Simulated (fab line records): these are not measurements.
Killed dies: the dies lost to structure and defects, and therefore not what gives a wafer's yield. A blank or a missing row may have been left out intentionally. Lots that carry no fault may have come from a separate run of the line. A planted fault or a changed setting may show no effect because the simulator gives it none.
Which of the tools did it?	flow gf180mcu	6 lots, 18 wafers sampled, at 2 steps of a route of 602

WHAT THE GAUGES READ, wafer by wafer
GF_NWELL_TW_MEAS_11.
lot	measured	on	NWELL_TW
L148	day 3 19:16	filmMetro-03	1573 1581 1582
L151	day 4 10:43	filmMetro-03	1580 1578 1582
L155	day 5 09:49	filmMetro-01	1548 1555 1550
L163	day 7 05:43	filmMetro-01	1460 1455 1467
L166	day 8 01:37	filmMetro-01	1563 1568 1570
L169	day 8 14:28	filmMetro-01	1570 1556 1574

WHICH TOOL RAN EACH LOT (tool, then ch and the chambers of the sampled wafers, then the start)
lot	GF_NWELL_IMPLANT_08
L148	implanter-02 ch 0, day 3 18:52
L151	implanter-01 ch 0, day 4 10:19
L155	implanter-03 ch 0, day 5 09:25
L163	implanter-02 ch 0, day 7 05:19
L166	implanter-03 ch 0, day 8 01:14
L169	implanter-03 ch 0, day 8 14:05
- GF_NWELL_IMPLANT_08

THE ANSWER, worked out from the rows above alone
Rule: usual is defined by the lots themselves. Put in order of their means at a reading, lots are off if they are a third of the lots or fewer, leave a main group of 4 or more, and stand apart from it by a gap of 3 or more times the standard deviation of the main group's means; of several such gaps the widest counts. If all means in a main group match to the digits the tables above print for the reading, that group is not used. A lot without any number at a reading at which 4 lots or more have one is off too. Where the step has rows for the other lots, those lots are counted as sound.
Off: at GF_NWELL_TW_MEAS_11 (NWELL_TW), L163. Mean 1569 and standard deviation 10 in the main group.
If a tool, at a process step before that reading, ran all the lots that are off and no sound lot after the first of them, it fits. Those tools and the gauges at GF_NWELL_TW_MEAS_11 are tried in the same way. One fits: GF_NWELL_IMPLANT_08 on implanter-02. A fault onset in the window from L148 (day 3 18:52, its last sound lot) to L163 (day 7 05:19, its first lot off) fits.

WHAT THE SIMULATOR HAD INSERTED
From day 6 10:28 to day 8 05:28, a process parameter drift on implanter-02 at GF_NWELL_IMPLANT_08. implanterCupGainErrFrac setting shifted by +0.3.
Lots struck among those shown: L163. The rule given above showed the same thing.
